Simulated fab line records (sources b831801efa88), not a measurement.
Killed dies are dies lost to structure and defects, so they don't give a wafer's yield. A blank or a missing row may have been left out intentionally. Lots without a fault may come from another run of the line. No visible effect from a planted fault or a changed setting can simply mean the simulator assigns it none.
Which tool was responsible? ; flow gf180mcu ; 14 lots with 42 wafers sampled at 4 steps, on a route of 602 steps

== WHAT THE GAUGES READ, wafer by wafer ==
GF_M5_OVL_MEAS_08. Usual: M5_OVL typically reads 3 nm, with standard deviation 4.4.
lot;measured;on;M5_OVL (nm);flag
L741;day 26 16:32;overlay-01;2 3 7;
L743;day 27 09:53;overlay-01;0 1 4;
L746;day 28 10:04;overlay-02;7 6 -5;
L748;day 28 12:19;overlay-01;5 3 8;
L747;day 28 13:37;overlay-02;1 5 11;
L749;day 29 05:37;overlay-02;7 5 4;
L750;day 29 07:04;overlay-02;-6 -3 0;
L753;day 30 09:04;overlay-02;2 4 -2;
L757;day 31 02:16;overlay-01;1 1 8;
L756;day 31 04:53;overlay-01;2 2 6;
L759;day 31 18:43;overlay-01;10 9 1;
L760;day 31 19:43;overlay-01;2 1 4;
L763;day 32 15:17;overlay-01;1 7 2;
L764;day 33 02:31;overlay-02;-1 -1 -1;

GF_TOP_METAL_CD_MEAS_14: target cd 440 nm. Usual: 440.1 nm for cd-nm, sd 2.1.
lot;measured;on;cd-nm (nm);flag
L741;day 28 12:26;cd-sem-02;440.6 439.5 440.0;
L743;day 29 04:22;cd-sem-01;435.5 439.5 439.1;
L746;day 30 03:42;cd-sem-01;442.5 440.7 441.0;
L748;day 30 04:58;cd-sem-02;439.9 439.2 438.6;
L747;day 30 07:25;cd-sem-02;438.6 440.8 439.7;
L749;day 30 21:41;cd-sem-01;438.6 437.1 437.8;
L750;day 30 22:57;cd-sem-01;440.1 440.4 439.5;
L753;day 31 23:10;cd-sem-01;442.9 442.4 443.4;
L757;day 32 15:37;cd-sem-01;438.5 440.7 437.6;
L756;day 32 17:10;cd-sem-02;442.9 441.4 442.2;
L759;day 33 06:46;cd-sem-02;440.8 439.6 438.0;
L760;day 33 07:21;cd-sem-02;438.1 439.8 437.6;
L763;day 34 02:43;cd-sem-02;445.1 444.6 443.8;
L764;day 34 12:24;cd-sem-01;434.7 436.9 436.5;

GF_PASSIVATION_THK_MEAS_03. Usual: PASSIVATION_CVD_02_THK typically reads 701 nm, with standard deviation 8.9.
lot;measured;on;PASSIVATION_CVD_02_THK (nm);flag
L741;day 28 13:57;film-metro-01;705 701 706;
L743;day 29 05:44;film-metro-02;706 701 706;
L746;day 30 05:01;film-metro-02;697 696 706;
L748;day 30 06:20;film-metro-01;687 699 698;
L747;day 30 08:44;film-metro-01;690 689 702;
L749;day 30 22:59;film-metro-04;699 706 702;
L750;day 31 00:19;film-metro-04;693 701 707;
L753;day 32 00:28;film-metro-01;693 707 714;
L757;day 32 16:58;film-metro-01;696 695 698;
L756;day 32 18:42;film-metro-04;710 718 708;
L759;day 33 08:13;film-metro-01;694 681 690;
L760;day 33 08:40;film-metro-01;710 724 716;
L763;day 34 04:02;film-metro-02;716 716 722;
L764;day 34 13:45;film-metro-01;700 709 704;

== TOOL THAT RAN EACH LOT (tool first, then ch and the chambers of the sampled wafers, then the start) ==
lot;GF_V1_CVD_02
L741;pecvd-02 ch 0,2, day 17 13:47
L743;pecvd-01 ch 0,2, day 18 10:22
L746;pecvd-02 ch 0,1, day 19 15:06
L748;pecvd-02 ch 0,1, day 19 17:21
L747;pecvd-04 ch 0,1, day 19 18:50
L749;pecvd-02 ch 0,1, day 20 15:24
L750;pecvd-04 ch 0,2, day 20 18:05
L753;pecvd-01 ch 0,1, day 21 23:21
L757;pecvd-02 ch 0,1, day 22 23:01
L756;pecvd-04 ch 0,1,2, day 23 00:16
L759;pecvd-04 ch 0,1, day 23 20:00
L760;pecvd-01 ch 0,2, day 23 20:42
L763;pecvd-04 ch 0,1,2, day 24 20:40
L764;pecvd-02 ch 0,2, day 25 14:05
- GF_V1_CVD_02: deposits SiO2 from TEOS, target thk 850 nm, time 94.851 s.

== AS READ BY THE TOOLS THEMSELVES (means over the sampled wafers that have a number; for cases with no such wafer, the mark the record gives instead) ==
GF_V1_CVD_02. Usual: 638 W for heater-power-w, sd 81.
lot;tool;heater-power-w (W);flag
L741;pecvd-02;621;
L743;pecvd-01;678;
L746;pecvd-02;683;
L748;pecvd-02;726;
L747;pecvd-04;588;
L749;pecvd-02;634;
L750;pecvd-04;603;
L753;pecvd-01;709;
L757;pecvd-02;692;
L756;pecvd-04;624;
L759;pecvd-04;596;
L760;pecvd-01;647;
L763;pecvd-04;531;
L764;pecvd-02;599;

== THE ANSWER, worked out from the rows above alone ==
Rule: lot off if the mean of its wafers having a number is beyond 3 standard deviations from the usual mean. A lot without any number at a reading at which 4 lots or more have one is off too. All remaining lots with rows at the step are treated as sound. Order of review: gauges by route order, followed by the tools' own readings, for which a lot's mean as printed above is used. At the first step where some lot is off, the reading lying furthest off is the one used; lots without a number count as furthest.
No lot is off at any reading shown: from this, nothing can be told.

== WHAT THE SIMULATOR HAD INSERTED ==
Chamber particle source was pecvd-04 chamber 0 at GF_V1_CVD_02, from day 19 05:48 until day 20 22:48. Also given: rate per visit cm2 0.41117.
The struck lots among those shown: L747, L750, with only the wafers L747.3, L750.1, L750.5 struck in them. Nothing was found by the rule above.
